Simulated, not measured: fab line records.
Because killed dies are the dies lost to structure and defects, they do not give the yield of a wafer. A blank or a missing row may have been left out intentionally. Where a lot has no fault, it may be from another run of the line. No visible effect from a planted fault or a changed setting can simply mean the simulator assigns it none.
Struck lot and sound lot, side by side + flow sky130 + 15 out of 708 route steps
Sound: the wafers L307.2, L307.3, L307.5. The struck wafers were L301.2, L301.5, L301.6. At the end, the cause is stated.
For every step that has rows: the tool of each side, followed by ch and its chambers, followed by its first start. Under that, the readings that differ: sound wafers + struck wafers + difference of the means + sigmas: that difference in standard deviations of wafers without a fault.
alike: readings with means less than 2 such deviations apart, plus words and numbers identical on both sides. not compared: withheld readings, readings lacking a value on some wafer, bounds such as >300 that could conceal the same value, and numbers that have no deviation in the record and whose values overlap.
Wherever a step has rows on one side only, a row that says differs or no value, or a row with sigmas, the two part there. Numbers that don't overlap but have no deviation are shown without sigmas and don't part them. A reading missing from all wafers of one side parts the sides only when that side holds two or more wafers.

SKY_CONTACT_ETCH_16: etches BARC in N2/H2, stops on SiO2, time 45.9 s, target depth 60 nm.
  sound on rie_diel-02 ch 1,2,3, day 36 23:33; struck on rie_diel-03 ch 2,3, day 34 21:05
  alike: drypump_motor_current_A, oes_product_au, rf_fwd_power_W, throttle_valve_pct
  not compared: rf_hours_counter_h
then, 2 steps without rows for these wafers: SKY_CONTACT_ETCH_17 (etches SiO2 in C4F8/O2/Ar, stops on Si3N4, target depth 340 nm); SKY_CONTACT_ETCH_18 (etches Si3N4 in CHF3/O2, stops on TiN, time 39 s, target depth 75 nm).
SKY_CONTACT_STRIP_19: strips in O2/N2.
  sound on plasma_asher-01 ch 0, day 36 23:41; struck on plasma_asher-01 ch 0,1, day 34 21:13
  alike: drypump_motor_current_A, oes_product_au, strip_time_to_endpoint_s
  not compared: rf_hours_counter_h
then, 3 steps without rows for these wafers: SKY_CONTACT_STRIP_20 (strips in post etch residue remover, time 1200 s); SKY_CONTACT_CLEAN_21 (cleans in IPA, time 180 s); SKY_CONTACT_CLEAN_22 (cleans in O3/DIW).
SKY_CONTACT_SPUTTER_23: material TiN, target thk 20 nm, time 80 s.
  sound: pvd_sputter-01 at day 37 00:17; struck: pvd_sputter-03 at day 34 21:50
  alike: chamber_pressure_pa, throttle_valve_pct
SKY_CONTACT_CVD_24: deposits W, target thk 340 nm, time 102.12 s.
  sound on cvd_w-02 ch 1, day 37 00:20; struck on cvd_w-01 ch 0,1, day 34 21:54
| reading            | sound       | struck      | difference | sigmas |
|--------------------|-------------|-------------|------------|--------|
| heater_power_w (W) | 772 777 774 | 842 894 828 | +80        | +2     |
  alike: heater_power_outer_w
SKY_CONTACT_RS_MEAS_25: the measuring method here is four-point-probe.
  sound: film_metro-03 at day 37 00:28; struck: film_metro-02 at day 34 22:02
| reading               | sound             | struck            | difference | sigmas |
|-----------------------|-------------------|-------------------|------------|--------|
| CONTACT_W_RS (ohm/sq) | 0.324 0.322 0.325 | 0.339 0.340 0.341 | +0.016     | +2     |
SKY_CONTACT_THK_MEAS_26: measures by xrf.
  sound: film_metro-03 at day 37 00:35; struck: film_metro-02 at day 34 22:08
  alike: CONTACT_W_THK
SKY_CONTACT_CMP_27: polishes, stops on SiO2, t overpolish 15 s, target thk 0 nm.
  sound on cmp-02 ch 0,2,3, day 37 00:44; struck on cmp-02 ch 1,2,3, day 34 22:20
  alike: motor_current_A, overpolish_run_s, time_to_endpoint_s
SKY_METAL1_SPUTTER_00: material Ti, target thk 15 nm, time 10 s.
  sound: pvd_sputter-02 at day 37 00:56; struck: pvd_sputter-01 at day 34 22:29
| reading                                   | sound                | struck               | difference | sigmas |
|-------------------------------------------|----------------------|----------------------|------------|--------|
| chamber_pressure_pa (Pa)                  | 0.4003 0.4019 0.3993 | 0.3480 0.3461 0.3486 | -0.0529    | -63    |
| throttle_valve_pct (%)                    | 29.5 29.5 29.4       | 32.5 30.8 30.8       | +1.9       | +2     |
| model.Ti_of_METAL1_SPUTTER_00.thk_nm (nm) | 14.61 14.91 14.74    | 15.41 15.42 15.43    | +0.67      |        |
then, 1 step without rows for these wafers: SKY_METAL1_SPUTTER_01 (material TiN, target thk 20 nm, time 16.7 s).
-- the record jumps here: 14 days lie between the struck wafers' starts before and after (it left off in module METAL1 and takes up again in module PAD_OPEN, whose first step shown is number 708 of the route) --
SKY_PAD_OPEN_PROBE_99:
  sound: prober-01 at day 50 02:17; struck: prober-01 at day 48 15:13
| reading            | sound    | struck   | difference | sigmas |
|--------------------|----------|----------|------------|--------|
| killed_at_contacts | 34 35 38 | 23 26 26 | -11        | -2     |
  alike: defect_limited_yield, killed_at_M0_to_M3, killed_at_M4_up, killed_at_front_end, killed_at_other, killed_dies, killed_on_rim, killed_open, killed_short, sort_bin_3_pad_short, sort_bin_5_function, sort_bin_6_memory, sort_n_pass, sort_yield_pct

== WHERE THEY PART ==
First at SKY_CONTACT_CVD_24; last, within this record, at SKY_PAD_OPEN_PROBE_99.

WHY: whatever the simulator had introduced
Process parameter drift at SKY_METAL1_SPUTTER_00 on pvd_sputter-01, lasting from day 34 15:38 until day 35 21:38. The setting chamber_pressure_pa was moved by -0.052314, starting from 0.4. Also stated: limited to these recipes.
